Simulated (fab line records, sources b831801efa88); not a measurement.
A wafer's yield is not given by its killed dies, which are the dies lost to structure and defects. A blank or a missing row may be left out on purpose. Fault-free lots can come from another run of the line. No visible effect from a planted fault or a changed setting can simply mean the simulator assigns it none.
fab line records :: flow sky130
[record]
  lots = 14
  wafers = 42
  lastDay = 50
route steps=708 shown POLY_GATE@205 LDD_LDN@295 SD_N@358
lots that met no fault: from a run of the same line without faults
startH: start of the lot's first displayed wafer, in hours after the record's first day :: waitH: hours elapsed since this lot's preceding step :: " the same as in the row above :: L1.1+2: a row that stands for several wafers :: - no value present, or no start provided :: * or withheld: withheld :: < > ~ a bound
route shown NAME@n: NAME is a module with steps in the file, n the number in the route of the first one :: usual: the fault-free wafers' mean and standard deviation :: same: alike in all rows :: chamber/n: place in a boat :: sites: each site's reading :: _std_site: the standard deviation of these :: _edge_site: the outer-site mean with the inner-site mean subtracted :: radiusMm: for every site, how far away it sits from the centre of the wafer :: mask NAME#n: copy n :: behind: tool/chamber where the wafer was last shaped :: hold: why the lot went on hold/how many hours it stayed there/how the hold came to an end :: device: the n, p or np transistor that did not switch :: end of line: the route-end tests of the same wafers :: for a step that has no rows: nothing shown but its recipe :: killed: dies lost to structure and defects at the first sort, not the wafer's yield :: map: shows each die of a wafer: x if killed, . if not, _ if none is there
set.NAME: the setting that was run; set.NAME@STEP: the one run at that earlier step :: model.NAME: the simulator's own value behind a step, which no gauge read
the route's steps for a sample of lots (tables are steps, rows are wafers)
services: when a tool's chamber went out of use (startH, in hours from the record's first day, below 0 if earlier), for how many hours, and the reason
[[steps]]
[step SKY_POLY_GATE_THK_MEAS_01]
[recipe]
  reads = poly-Si_of_POLY_GATE_CVD_00
[usual]
  POLY_GATE_CVD_00_THK = 178.6/1.5
lot.wafer: L198.2
tool: filmMetro-03
chamber: -
startH: 323.28
waitH: 0.0
POLY_GATE_CVD_00_THK[nm]: 179.6

lot.wafer: L198.5
tool: filmMetro-03
chamber: -
startH: 323.28
waitH: 0.0
POLY_GATE_CVD_00_THK[nm]: 180.0

lot.wafer: L198.6
tool: filmMetro-03
chamber: -
startH: 323.28
waitH: 0.0
POLY_GATE_CVD_00_THK[nm]: 181.1

lot.wafer: L200.1
tool: filmMetro-04
chamber: -
startH: 334.36
waitH: 0.0
POLY_GATE_CVD_00_THK[nm]: 179.7

lot.wafer: L200.4
tool: filmMetro-04
chamber: -
startH: 334.36
waitH: 0.0
POLY_GATE_CVD_00_THK[nm]: 179.0

lot.wafer: L200.5
tool: filmMetro-04
chamber: -
startH: 334.36
waitH: 0.0
POLY_GATE_CVD_00_THK[nm]: 179.7

lot.wafer: L201.3
tool: filmMetro-04
chamber: -
startH: 347.49
waitH: 0.0
POLY_GATE_CVD_00_THK[nm]: 176.1

lot.wafer: L201.5
tool: filmMetro-04
chamber: -
startH: 347.49
waitH: 0.0
POLY_GATE_CVD_00_THK[nm]: 177.4

lot.wafer: L201.6
tool: filmMetro-04
chamber: -
startH: 347.49
waitH: 0.0
POLY_GATE_CVD_00_THK[nm]: 176.9

lot.wafer: L210.2
tool: filmMetro-01
chamber: -
startH: 425.16
waitH: 0.0
POLY_GATE_CVD_00_THK[nm]: 178.7

lot.wafer: L210.4
tool: filmMetro-01
chamber: -
startH: 425.16
waitH: 0.0
POLY_GATE_CVD_00_THK[nm]: 180.6

lot.wafer: L210.6
tool: filmMetro-01
chamber: -
startH: 425.16
waitH: 0.0
POLY_GATE_CVD_00_THK[nm]: 178.2

lot.wafer: L211.3
tool: filmMetro-01
chamber: -
startH: 427.95
waitH: 0.0
POLY_GATE_CVD_00_THK[nm]: 177.7

lot.wafer: L211.4
tool: filmMetro-01
chamber: -
startH: 427.95
waitH: 0.0
POLY_GATE_CVD_00_THK[nm]: 177.6

lot.wafer: L211.6
tool: filmMetro-01
chamber: -
startH: 427.95
waitH: 0.0
POLY_GATE_CVD_00_THK[nm]: 176.6

lot.wafer: L212.1
tool: filmMetro-01
chamber: -
startH: 441.69
waitH: 0.0
POLY_GATE_CVD_00_THK[nm]: 180.3

lot.wafer: L212.5
tool: filmMetro-01
chamber: -
startH: 441.69
waitH: 0.0
POLY_GATE_CVD_00_THK[nm]: 178.3

lot.wafer: L212.6
tool: filmMetro-01
chamber: -
startH: 441.69
waitH: 0.0
POLY_GATE_CVD_00_THK[nm]: 180.0

lot.wafer: L213.2
tool: filmMetro-03
chamber: -
startH: 449.38
waitH: 0.0
POLY_GATE_CVD_00_THK[nm]: 175.2

lot.wafer: L213.3
tool: filmMetro-03
chamber: -
startH: 449.38
waitH: 0.0
POLY_GATE_CVD_00_THK[nm]: 173.6

lot.wafer: L213.4
tool: filmMetro-03
chamber: -
startH: 449.38
waitH: 0.0
POLY_GATE_CVD_00_THK[nm]: 176.2

lot.wafer: L214.2
tool: filmMetro-04
chamber: -
startH: 454.30
waitH: 0.0
POLY_GATE_CVD_00_THK[nm]: 180.4

lot.wafer: L214.4
tool: filmMetro-04
chamber: -
startH: 454.30
waitH: 0.0
POLY_GATE_CVD_00_THK[nm]: 180.7

lot.wafer: L214.6
tool: filmMetro-04
chamber: -
startH: 454.30
waitH: 0.0
POLY_GATE_CVD_00_THK[nm]: 179.3

lot.wafer: L215.1
tool: filmMetro-03
chamber: -
startH: 471.72
waitH: 0.0
POLY_GATE_CVD_00_THK[nm]: 177.6

lot.wafer: L215.4
tool: filmMetro-03
chamber: -
startH: 471.72
waitH: 0.0
POLY_GATE_CVD_00_THK[nm]: 179.3

lot.wafer: L215.6
tool: filmMetro-03
chamber: -
startH: 471.72
waitH: 0.0
POLY_GATE_CVD_00_THK[nm]: 179.4

lot.wafer: L216.3
tool: filmMetro-04
chamber: -
startH: 483.89
waitH: 0.0
POLY_GATE_CVD_00_THK[nm]: 180.2

lot.wafer: L216.5
tool: filmMetro-04
chamber: -
startH: 483.89
waitH: 0.0
POLY_GATE_CVD_00_THK[nm]: 179.6

lot.wafer: L216.6
tool: filmMetro-04
chamber: -
startH: 483.89
waitH: 0.0
POLY_GATE_CVD_00_THK[nm]: 180.2

lot.wafer: L217.3
tool: filmMetro-01
chamber: -
startH: 489.88
waitH: 0.0
POLY_GATE_CVD_00_THK[nm]: 179.3

lot.wafer: L217.4
tool: filmMetro-01
chamber: -
startH: 489.88
waitH: 0.0
POLY_GATE_CVD_00_THK[nm]: 178.2

lot.wafer: L217.6
tool: filmMetro-01
chamber: -
startH: 489.88
waitH: 0.0
POLY_GATE_CVD_00_THK[nm]: 178.0

lot.wafer: L218.1
tool: filmMetro-01
chamber: -
startH: 491.66
waitH: 0.0
POLY_GATE_CVD_00_THK[nm]: 178.8

lot.wafer: L218.2
tool: filmMetro-01
chamber: -
startH: 491.66
waitH: 0.0
POLY_GATE_CVD_00_THK[nm]: 178.5

lot.wafer: L218.6
tool: filmMetro-01
chamber: -
startH: 491.66
waitH: 0.0
POLY_GATE_CVD_00_THK[nm]: 178.3

lot.wafer: L219.1
tool: filmMetro-01
chamber: -
startH: 499.47
waitH: 0.0
POLY_GATE_CVD_00_THK[nm]: 178.2

lot.wafer: L219.4
tool: filmMetro-01
chamber: -
startH: 499.47
waitH: 0.0
POLY_GATE_CVD_00_THK[nm]: 180.3

lot.wafer: L219.6
tool: filmMetro-01
chamber: -
startH: 499.47
waitH: 0.0
POLY_GATE_CVD_00_THK[nm]: 180.0

lot.wafer: L220.3
tool: filmMetro-03
chamber: -
startH: 532.74
waitH: 0.0
POLY_GATE_CVD_00_THK[nm]: 178.3

lot.wafer: L220.5
tool: filmMetro-03
chamber: -
startH: 532.74
waitH: 0.0
POLY_GATE_CVD_00_THK[nm]: 180.6

lot.wafer: L220.6
tool: filmMetro-03
chamber: -
startH: 532.74
waitH: 0.0
POLY_GATE_CVD_00_THK[nm]: 178.1
[step SKY_LDD_LDN_DEVELOP_06]
[recipe]
  resist = NOVOLAK
  developer = TMAH
  developTimeS = 60
  devTempC = 23
[usual]
  chillPlateTempC = 22.99/0.096
  developTimeS = 60/0
lot.wafer: L198.2
tool: lithoTrack-03
chamber: 0
startH: 536.80
waitH: 0.1
chillPlateTempC: 23.02
developTimeS: 60

lot.wafer: L198.5
tool: lithoTrack-03
chamber: 0
startH: 536.80
waitH: 0.1
chillPlateTempC: 22.81
developTimeS: 60

lot.wafer: L198.6
tool: lithoTrack-03
chamber: 0
startH: 536.80
waitH: 0.1
chillPlateTempC: 23.05
developTimeS: 60

lot.wafer: L200.1
tool: lithoTrack-02
chamber: -
startH: 547.38
waitH: 0.1
chillPlateTempC: -
developTimeS: -

lot.wafer: L200.4
tool: lithoTrack-02
chamber: -
startH: 547.38
waitH: 0.1
chillPlateTempC: -
developTimeS: -

lot.wafer: L200.5
tool: lithoTrack-02
chamber: -
startH: 547.38
waitH: 0.1
chillPlateTempC: -
developTimeS: -

lot.wafer: L201.3
tool: lithoTrack-02
chamber: -
startH: 562.93
waitH: 0.1
chillPlateTempC: -
developTimeS: -

lot.wafer: L201.5
tool: lithoTrack-02
chamber: -
startH: 562.93
waitH: 0.1
chillPlateTempC: -
developTimeS: -

lot.wafer: L201.6
tool: lithoTrack-02
chamber: -
startH: 562.93
waitH: 0.1
chillPlateTempC: -
developTimeS: -

lot.wafer: L210.2
tool: lithoTrack-04
chamber: 0
startH: 639.61
waitH: 0.1
chillPlateTempC: 23.09
developTimeS: 60

lot.wafer: L210.4
tool: lithoTrack-04
chamber: 0
startH: 639.61
waitH: 0.1
chillPlateTempC: 22.98
developTimeS: 60

lot.wafer: L210.6
tool: lithoTrack-04
chamber: 0
startH: 639.61
waitH: 0.1
chillPlateTempC: 23.03
developTimeS: 60

lot.wafer: L211.3
tool: lithoTrack-04
chamber: 0
startH: 639.94
waitH: 0.1
chillPlateTempC: 22.88
developTimeS: 60

lot.wafer: L211.4
tool: lithoTrack-04
chamber: 0
startH: 639.94
waitH: 0.1
chillPlateTempC: 22.97
developTimeS: 60

lot.wafer: L211.6
tool: lithoTrack-04
chamber: 0
startH: 639.94
waitH: 0.1
chillPlateTempC: 23.07
developTimeS: 60

lot.wafer: L212.1
tool: lithoTrack-04
chamber: 0
startH: 651.89
waitH: 0.1
chillPlateTempC: 22.99
developTimeS: 60

lot.wafer: L212.5
tool: lithoTrack-04
chamber: 0
startH: 651.89
waitH: 0.1
chillPlateTempC: 22.95
developTimeS: 60

lot.wafer: L212.6
tool: lithoTrack-04
chamber: 0
startH: 651.89
waitH: 0.1
chillPlateTempC: 22.84
developTimeS: 60

lot.wafer: L213.2
tool: lithoTrack-02
chamber: 0
startH: 660.80
waitH: 0.1
chillPlateTempC: 23.08
developTimeS: 60

lot.wafer: L213.3
tool: lithoTrack-02
chamber: 0
startH: 660.80
waitH: 0.1
chillPlateTempC: 23.09
developTimeS: 60

lot.wafer: L213.4
tool: lithoTrack-02
chamber: 0
startH: 660.80
waitH: 0.1
chillPlateTempC: 23.01
developTimeS: 60

lot.wafer: L214.2
tool: lithoTrack-02
chamber: 0
startH: 667.20
waitH: 0.1
chillPlateTempC: 22.94
developTimeS: 60

lot.wafer: L214.4
tool: lithoTrack-02
chamber: 0
startH: 667.20
waitH: 0.1
chillPlateTempC: 23.03
developTimeS: 60

lot.wafer: L214.6
tool: lithoTrack-02
chamber: 0
startH: 667.20
waitH: 0.1
chillPlateTempC: 22.93
developTimeS: 60

lot.wafer: L215.1
tool: lithoTrack-04
chamber: 0
startH: 682.64
waitH: 0.1
chillPlateTempC: 23.06
developTimeS: 60

lot.wafer: L215.4
tool: lithoTrack-04
chamber: 0
startH: 682.64
waitH: 0.1
chillPlateTempC: 23.04
developTimeS: 60

lot.wafer: L215.6
tool: lithoTrack-04
chamber: 0
startH: 682.64
waitH: 0.1
chillPlateTempC: 22.98
developTimeS: 60

lot.wafer: L216.3
tool: lithoTrack-04
chamber: 0
startH: 693.59
waitH: 0.1
chillPlateTempC: 22.83
developTimeS: 60

lot.wafer: L216.5
tool: lithoTrack-04
chamber: 0
startH: 693.59
waitH: 0.1
chillPlateTempC: 22.96
developTimeS: 60

lot.wafer: L216.6
tool: lithoTrack-04
chamber: 0
startH: 693.59
waitH: 0.1
chillPlateTempC: 22.96
developTimeS: 60

lot.wafer: L217.3
tool: lithoTrack-04
chamber: 0
startH: 697.89
waitH: 0.1
chillPlateTempC: 23.06
developTimeS: 60

lot.wafer: L217.4
tool: lithoTrack-04
chamber: 0
startH: 697.89
waitH: 0.1
chillPlateTempC: 23.00
developTimeS: 60

lot.wafer: L217.6
tool: lithoTrack-04
chamber: 0
startH: 697.89
waitH: 0.1
chillPlateTempC: 22.99
developTimeS: 60

lot.wafer: L218.1
tool: lithoTrack-04
chamber: 0
startH: 716.59
waitH: 0.1
chillPlateTempC: 22.95
developTimeS: 60

lot.wafer: L218.2
tool: lithoTrack-04
chamber: 0
startH: 716.59
waitH: 0.1
chillPlateTempC: 22.97
developTimeS: 60

lot.wafer: L218.6
tool: lithoTrack-04
chamber: 0
startH: 716.59
waitH: 0.1
chillPlateTempC: 22.91
developTimeS: 60

lot.wafer: L219.1
tool: lithoTrack-02
chamber: 0
startH: 717.63
waitH: 0.1
chillPlateTempC: 23.02
developTimeS: 60

lot.wafer: L219.4
tool: lithoTrack-02
chamber: 0
startH: 717.63
waitH: 0.1
chillPlateTempC: 22.96
developTimeS: 60

lot.wafer: L219.6
tool: lithoTrack-02
chamber: 0
startH: 717.63
waitH: 0.1
chillPlateTempC: 23.07
developTimeS: 60

lot.wafer: L220.3
tool: lithoTrack-03
chamber: 0
startH: 737.03
waitH: 0.1
chillPlateTempC: 23.23
developTimeS: 60

lot.wafer: L220.5
tool: lithoTrack-03
chamber: 0
startH: 737.03
waitH: 0.1
chillPlateTempC: 22.94
developTimeS: 60

lot.wafer: L220.6
tool: lithoTrack-03
chamber: 0
startH: 737.03
waitH: 0.1
chillPlateTempC: 22.79
developTimeS: 60
[step SKY_LDD_LDN_STRIP_12]
[recipe]
  chemistry = O2/N2
  powerW = 1400
  pressureMtorr = 1500
  platenTempC = withheld
  o2FlowSccm = 3000
  n2FlowSccm = 300
  overashFraction = 0.5
[usual]
  drypumpMotorCurrentA = 5.7/0.49
  oesProductAu = 0.716/0.0045
  stripTimeToEndpointS = 14.19/0.037
lot.wafer: L198.2
tool: plasmaAsher-01
chamber: 0
startH: 537.56
waitH: 0.1
drypumpMotorCurrentA: 6.3
oesProductAu: 0.719
rfHoursCounterH: 11
stripTimeToEndpointS: 14.15

lot.wafer: L198.5
tool: plasmaAsher-01
chamber: 0
startH: 537.56
waitH: 0.1
drypumpMotorCurrentA: 6.3
oesProductAu: 0.706
rfHoursCounterH: -
stripTimeToEndpointS: 14.22

lot.wafer: L198.6
tool: plasmaAsher-01
chamber: 1
startH: 537.56
waitH: 0.1
drypumpMotorCurrentA: 5.6
oesProductAu: 0.717
rfHoursCounterH: -
stripTimeToEndpointS: 14.19

lot.wafer: L200.1
tool: plasmaAsher-02
chamber: 0
startH: 548.17
waitH: 0.1
drypumpMotorCurrentA: 5.0
oesProductAu: 0.710
rfHoursCounterH: 42
stripTimeToEndpointS: 14.19

lot.wafer: L200.4
tool: plasmaAsher-02
chamber: 0
startH: 548.17
waitH: 0.1
drypumpMotorCurrentA: 5.0
oesProductAu: 0.716
rfHoursCounterH: -
stripTimeToEndpointS: 14.18

lot.wafer: L200.5
tool: plasmaAsher-02
chamber: 1
startH: 548.17
waitH: 0.1
drypumpMotorCurrentA: 6.1
oesProductAu: 0.711
rfHoursCounterH: -
stripTimeToEndpointS: 14.15

lot.wafer: L201.3
tool: plasmaAsher-02
chamber: 1
startH: 563.70
waitH: 0.1
drypumpMotorCurrentA: 6.1
oesProductAu: 0.718
rfHoursCounterH: -
stripTimeToEndpointS: 14.19

lot.wafer: L201.5
tool: plasmaAsher-02
chamber: 0
startH: 563.70
waitH: 0.1
drypumpMotorCurrentA: 5.0
oesProductAu: 0.709
rfHoursCounterH: -
stripTimeToEndpointS: 14.22

lot.wafer: L201.6
tool: plasmaAsher-02
chamber: 1
startH: 563.70
waitH: 0.1
drypumpMotorCurrentA: 6.1
oesProductAu: 0.722
rfHoursCounterH: -
stripTimeToEndpointS: 14.20

lot.wafer: L210.2
tool: plasmaAsher-02
chamber: 0
startH: 640.38
waitH: 0.1
drypumpMotorCurrentA: 5.0
oesProductAu: 0.717
rfHoursCounterH: 50
stripTimeToEndpointS: 14.17

lot.wafer: L210.4
tool: plasmaAsher-02
chamber: 0
startH: 640.38
waitH: 0.1
drypumpMotorCurrentA: 5.0
oesProductAu: 0.717
rfHoursCounterH: -
stripTimeToEndpointS: 14.15

lot.wafer: L210.6
tool: plasmaAsher-02
chamber: 0
startH: 640.38
waitH: 0.1
drypumpMotorCurrentA: 5.0
oesProductAu: 0.717
rfHoursCounterH: -
stripTimeToEndpointS: 14.21

lot.wafer: L211.3
tool: plasmaAsher-01
chamber: 1
startH: 640.71
waitH: 0.1
drypumpMotorCurrentA: 5.7
oesProductAu: 0.714
rfHoursCounterH: -
stripTimeToEndpointS: 14.29

lot.wafer: L211.4
tool: plasmaAsher-01
chamber: 0
startH: 640.71
waitH: 0.1
drypumpMotorCurrentA: 6.3
oesProductAu: 0.718
rfHoursCounterH: -
stripTimeToEndpointS: 14.25

lot.wafer: L211.6
tool: plasmaAsher-01
chamber: 1
startH: 640.71
waitH: 0.1
drypumpMotorCurrentA: 5.7
oesProductAu: 0.718
rfHoursCounterH: -
stripTimeToEndpointS: 14.24

lot.wafer: L212.1
tool: plasmaAsher-01
chamber: 0
startH: 652.68
waitH: 0.1
drypumpMotorCurrentA: 6.3
oesProductAu: 0.711
rfHoursCounterH: 23
stripTimeToEndpointS: 14.19

lot.wafer: L212.5
tool: plasmaAsher-01
chamber: 0
startH: 652.68
waitH: 0.1
drypumpMotorCurrentA: 6.3
oesProductAu: 0.714
rfHoursCounterH: -
stripTimeToEndpointS: 14.26

lot.wafer: L212.6
tool: plasmaAsher-01
chamber: 1
startH: 652.68
waitH: 0.1
drypumpMotorCurrentA: 5.7
oesProductAu: 0.721
rfHoursCounterH: -
stripTimeToEndpointS: 14.23

lot.wafer: L213.2
tool: plasmaAsher-03
chamber: 1
startH: 661.57
waitH: 0.1
drypumpMotorCurrentA: 6.1
oesProductAu: 0.708
rfHoursCounterH: 95
stripTimeToEndpointS: 14.20

lot.wafer: L213.3
tool: plasmaAsher-03
chamber: 0
startH: 661.57
waitH: 0.1
drypumpMotorCurrentA: 5.2
oesProductAu: 0.714
rfHoursCounterH: -
stripTimeToEndpointS: 14.18

lot.wafer: L213.4
tool: plasmaAsher-03
chamber: 1
startH: 661.57
waitH: 0.1
drypumpMotorCurrentA: 6.0
oesProductAu: 0.718
rfHoursCounterH: -
stripTimeToEndpointS: 14.16

lot.wafer: L214.2
tool: plasmaAsher-02
chamber: 1
startH: 667.97
waitH: 0.1
drypumpMotorCurrentA: 6.1
oesProductAu: 0.728
rfHoursCounterH: 53
stripTimeToEndpointS: 14.15

lot.wafer: L214.4
tool: plasmaAsher-02
chamber: 1
startH: 667.97
waitH: 0.1
drypumpMotorCurrentA: 6.1
oesProductAu: 0.712
rfHoursCounterH: -
stripTimeToEndpointS: 14.17

lot.wafer: L214.6
tool: plasmaAsher-02
chamber: 1
startH: 667.97
waitH: 0.1
drypumpMotorCurrentA: 6.1
oesProductAu: 0.719
rfHoursCounterH: -
stripTimeToEndpointS: 14.21

lot.wafer: L215.1
tool: plasmaAsher-01
chamber: 1
startH: 683.43
waitH: 0.1
drypumpMotorCurrentA: 5.6
oesProductAu: 0.718
rfHoursCounterH: 26
stripTimeToEndpointS: 14.19

lot.wafer: L215.4
tool: plasmaAsher-01
chamber: 0
startH: 683.43
waitH: 0.1
drypumpMotorCurrentA: 6.3
oesProductAu: 0.718
rfHoursCounterH: -
stripTimeToEndpointS: 14.25

lot.wafer: L215.6
tool: plasmaAsher-01
chamber: 0
startH: 683.43
waitH: 0.1
drypumpMotorCurrentA: 6.4
oesProductAu: 0.718
rfHoursCounterH: -
stripTimeToEndpointS: 14.21

lot.wafer: L216.3
tool: plasmaAsher-01
chamber: 0
startH: 694.36
waitH: 0.1
drypumpMotorCurrentA: 6.3
oesProductAu: 0.712
rfHoursCounterH: -
stripTimeToEndpointS: 14.17

lot.wafer: L216.5
tool: plasmaAsher-01
chamber: 1
startH: 694.36
waitH: 0.1
drypumpMotorCurrentA: 5.6
oesProductAu: 0.718
rfHoursCounterH: -
stripTimeToEndpointS: 14.19

lot.wafer: L216.6
tool: plasmaAsher-01
chamber: 0
startH: 694.36
waitH: 0.1
drypumpMotorCurrentA: 6.3
oesProductAu: 0.719
rfHoursCounterH: -
stripTimeToEndpointS: 14.17

lot.wafer: L217.3
tool: plasmaAsher-02
chamber: 1
startH: 698.66
waitH: 0.1
drypumpMotorCurrentA: 6.1
oesProductAu: 0.722
rfHoursCounterH: -
stripTimeToEndpointS: 14.20

lot.wafer: L217.4
tool: plasmaAsher-02
chamber: 0
startH: 698.66
waitH: 0.1
drypumpMotorCurrentA: 5.0
oesProductAu: 0.715
rfHoursCounterH: -
stripTimeToEndpointS: 14.23

lot.wafer: L217.6
tool: plasmaAsher-02
chamber: 0
startH: 698.66
waitH: 0.1
drypumpMotorCurrentA: 5.0
oesProductAu: 0.713
rfHoursCounterH: -
stripTimeToEndpointS: 14.19

lot.wafer: L218.1
tool: plasmaAsher-02
chamber: 1
startH: 717.38
waitH: 0.1
drypumpMotorCurrentA: 6.1
oesProductAu: 0.716
rfHoursCounterH: 58
stripTimeToEndpointS: 14.19

lot.wafer: L218.2
tool: plasmaAsher-02
chamber: 0
startH: 717.38
waitH: 0.1
drypumpMotorCurrentA: 5.0
oesProductAu: 0.719
rfHoursCounterH: 58
stripTimeToEndpointS: 14.19

lot.wafer: L218.6
tool: plasmaAsher-02
chamber: 0
startH: 717.38
waitH: 0.1
drypumpMotorCurrentA: 5.0
oesProductAu: 0.719
rfHoursCounterH: -
stripTimeToEndpointS: 14.19

lot.wafer: L219.1
tool: plasmaAsher-03
chamber: 1
startH: 718.42
waitH: 0.1
drypumpMotorCurrentA: 6.0
oesProductAu: 0.710
rfHoursCounterH: 101
stripTimeToEndpointS: 14.13

lot.wafer: L219.4
tool: plasmaAsher-03
chamber: 0
startH: 718.42
waitH: 0.1
drypumpMotorCurrentA: 5.2
oesProductAu: 0.710
rfHoursCounterH: -
stripTimeToEndpointS: 14.19

lot.wafer: L219.6
tool: plasmaAsher-03
chamber: 1
startH: 718.42
waitH: 0.1
drypumpMotorCurrentA: 6.1
oesProductAu: 0.708
rfHoursCounterH: -
stripTimeToEndpointS: 14.16

lot.wafer: L220.3
tool: plasmaAsher-02
chamber: 1
startH: 737.80
waitH: 0.1
drypumpMotorCurrentA: 6.1
oesProductAu: 0.713
rfHoursCounterH: -
stripTimeToEndpointS: 14.18

lot.wafer: L220.5
tool: plasmaAsher-02
chamber: 0
startH: 737.80
waitH: 0.1
drypumpMotorCurrentA: 5.0
oesProductAu: 0.713
rfHoursCounterH: -
stripTimeToEndpointS: 14.19

lot.wafer: L220.6
tool: plasmaAsher-02
chamber: 1
startH: 737.80
waitH: 0.1
drypumpMotorCurrentA: 6.1
oesProductAu: 0.709
rfHoursCounterH: -
stripTimeToEndpointS: 14.16
[step SKY_SD_N_RS_MEAS_16]
[recipe]
  thkMeasGauge = four-point-probe
[usual]
  SD_N_RS = 68.52/0.11
lot.wafer: L198.2
tool: filmMetro-04
chamber: -
startH: 663.50
waitH: 0.1
SD_N_RS[ohm/sq]: 68.41

lot.wafer: L198.5
tool: filmMetro-04
chamber: -
startH: 663.50
waitH: 0.1
SD_N_RS[ohm/sq]: 68.60

lot.wafer: L198.6
tool: filmMetro-04
chamber: -
startH: 663.50
waitH: 0.1
SD_N_RS[ohm/sq]: 68.48

lot.wafer: L200.1
tool: filmMetro-04
chamber: -
startH: 667.57
waitH: 0.1
SD_N_RS[ohm/sq]: 68.34

lot.wafer: L200.4
tool: filmMetro-04
chamber: -
startH: 667.57
waitH: 0.1
SD_N_RS[ohm/sq]: 68.35

lot.wafer: L200.5
tool: filmMetro-04
chamber: -
startH: 667.57
waitH: 0.1
SD_N_RS[ohm/sq]: 68.47

lot.wafer: L201.3
tool: filmMetro-04
chamber: -
startH: 681.36
waitH: 0.1
SD_N_RS[ohm/sq]: 68.28

lot.wafer: L201.5
tool: filmMetro-04
chamber: -
startH: 681.36
waitH: 0.1
SD_N_RS[ohm/sq]: 68.39

lot.wafer: L201.6
tool: filmMetro-04
chamber: -
startH: 681.36
waitH: 0.1
SD_N_RS[ohm/sq]: 68.42

lot.wafer: L210.2
tool: filmMetro-03
chamber: -
startH: 758.65
waitH: 0.1
SD_N_RS[ohm/sq]: 68.46

lot.wafer: L210.4
tool: filmMetro-03
chamber: -
startH: 758.65
waitH: 0.1
SD_N_RS[ohm/sq]: 68.63

lot.wafer: L210.6
tool: filmMetro-03
chamber: -
startH: 758.65
waitH: 0.1
SD_N_RS[ohm/sq]: 68.52

lot.wafer: L211.3
tool: filmMetro-01
chamber: -
startH: 758.97
waitH: 0.1
SD_N_RS[ohm/sq]: 68.55

lot.wafer: L211.4
tool: filmMetro-01
chamber: -
startH: 758.97
waitH: 0.1
SD_N_RS[ohm/sq]: 68.60

lot.wafer: L211.6
tool: filmMetro-01
chamber: -
startH: 758.97
waitH: 0.1
SD_N_RS[ohm/sq]: 68.49

lot.wafer: L212.1
tool: filmMetro-04
chamber: -
startH: 766.02
waitH: 0.1
SD_N_RS[ohm/sq]: 68.42

lot.wafer: L212.5
tool: filmMetro-04
chamber: -
startH: 766.02
waitH: 0.1
SD_N_RS[ohm/sq]: 68.48

lot.wafer: L212.6
tool: filmMetro-04
chamber: -
startH: 766.02
waitH: 0.1
SD_N_RS[ohm/sq]: 68.47

lot.wafer: L213.2
tool: filmMetro-04
chamber: -
startH: 776.06
waitH: 0.1
SD_N_RS[ohm/sq]: 68.49

lot.wafer: L213.3
tool: filmMetro-04
chamber: -
startH: 776.06
waitH: 0.1
SD_N_RS[ohm/sq]: 68.59

lot.wafer: L213.4
tool: filmMetro-04
chamber: -
startH: 776.06
waitH: 0.1
SD_N_RS[ohm/sq]: 68.46

lot.wafer: L214.2
tool: filmMetro-01
chamber: -
startH: 781.54
waitH: 0.1
SD_N_RS[ohm/sq]: 68.45

lot.wafer: L214.4
tool: filmMetro-01
chamber: -
startH: 781.54
waitH: 0.1
SD_N_RS[ohm/sq]: 68.72

lot.wafer: L214.6
tool: filmMetro-01
chamber: -
startH: 781.54
waitH: 0.1
SD_N_RS[ohm/sq]: 68.62

lot.wafer: L215.1
tool: filmMetro-03
chamber: -
startH: 794.98
waitH: 0.1
SD_N_RS[ohm/sq]: 68.70

lot.wafer: L215.4
tool: filmMetro-03
chamber: -
startH: 794.98
waitH: 0.1
SD_N_RS[ohm/sq]: 68.47

lot.wafer: L215.6
tool: filmMetro-03
chamber: -
startH: 794.98
waitH: 0.1
SD_N_RS[ohm/sq]: 68.55

lot.wafer: L216.3
tool: filmMetro-04
chamber: -
startH: 805.26
waitH: 0.1
SD_N_RS[ohm/sq]: 68.36

lot.wafer: L216.5
tool: filmMetro-04
chamber: -
startH: 805.26
waitH: 0.1
SD_N_RS[ohm/sq]: 68.50

lot.wafer: L216.6
tool: filmMetro-04
chamber: -
startH: 805.26
waitH: 0.1
SD_N_RS[ohm/sq]: 68.46

lot.wafer: L217.3
tool: filmMetro-01
chamber: -
startH: 812.80
waitH: 0.1
SD_N_RS[ohm/sq]: 68.57

lot.wafer: L217.4
tool: filmMetro-01
chamber: -
startH: 812.80
waitH: 0.1
SD_N_RS[ohm/sq]: 68.63

lot.wafer: L217.6
tool: filmMetro-01
chamber: -
startH: 812.80
waitH: 0.1
SD_N_RS[ohm/sq]: 68.78

lot.wafer: L218.1
tool: filmMetro-03
chamber: -
startH: 827.48
waitH: 0.1
SD_N_RS[ohm/sq]: 68.59

lot.wafer: L218.2
tool: filmMetro-03
chamber: -
startH: 827.48
waitH: 0.1
SD_N_RS[ohm/sq]: 68.64

lot.wafer: L218.6
tool: filmMetro-03
chamber: -
startH: 827.48
waitH: 0.1
SD_N_RS[ohm/sq]: 68.75

lot.wafer: L219.1
tool: filmMetro-04
chamber: -
startH: 828.82
waitH: 0.1
SD_N_RS[ohm/sq]: 68.50

lot.wafer: L219.4
tool: filmMetro-04
chamber: -
startH: 828.82
waitH: 0.1
SD_N_RS[ohm/sq]: 68.46

lot.wafer: L219.6
tool: filmMetro-04
chamber: -
startH: 828.82
waitH: 0.1
SD_N_RS[ohm/sq]: 68.57

lot.wafer: L220.3
tool: filmMetro-03
chamber: -
startH: 845.06
waitH: 0.1
SD_N_RS[ohm/sq]: 68.73

lot.wafer: L220.5
tool: filmMetro-03
chamber: -
startH: 845.06
waitH: 0.1
SD_N_RS[ohm/sq]: 68.62

lot.wafer: L220.6
tool: filmMetro-03
chamber: -
startH: 845.06
waitH: 0.1
SD_N_RS[ohm/sq]: 68.55
[[services]]
tool: plasmaAsher-02
chamber: -
startH: 514.41
hours: 2.8
kind: pm

tool: plasmaAsher-01
chamber: -
startH: 545.91
hours: 7.1
kind: repair

tool: plasmaAsher-02
chamber: -
startH: 581.25
hours: 0.8
kind: repair

tool: plasmaAsher-02
chamber: -
startH: 589.04
hours: 14.1
kind: repair

tool: plasmaAsher-03
chamber: -
startH: 733.75
hours: 9.0
kind: pm

tool: plasmaAsher-03
chamber: 0
startH: 733.75
hours: 9.0
kind: ventCycle

tool: plasmaAsher-03
chamber: 1
startH: 733.75
hours: 9.0
kind: ventCycle
[[key]]
[firstSign]
  step = SKY_LDD_LDN_DEVELOP_06
  reading = toolRecord
  direction = missing
effect none on later readings
metAt SKY_LDD_LDN_DEVELOP_06
struckLots L200,L201
sortLeftOut L200.1,L200.4,L200.5,L201.3,L201.5,L201.6
testerLeftOut L200,L201
notActingAt SKY_POLY_GATE_THK_MEAS_01,SKY_LDD_LDN_STRIP_12,SKY_SD_N_RS_MEAS_16
[fault]
  kind = skippedStepWhole
  tool = lithoTrack-02
  chamber = -
  onsetH = 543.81
  steps = SKY_LDD_LDN_DEVELOP_06
  scope = struckLotsOnly
// testerLeftOut: of these lots the tester's yield and bins aren't shown, on N5 and GAA mostly nor the transistor test; their killed dies are dies lost to structure and defects alone, not to doping, threshold or leakage, so they don't give the yield
// sortLeftOut: the simulated sort isn't trusted on such a fault, so these wafers' sort isn't shown, and their yield isn't known
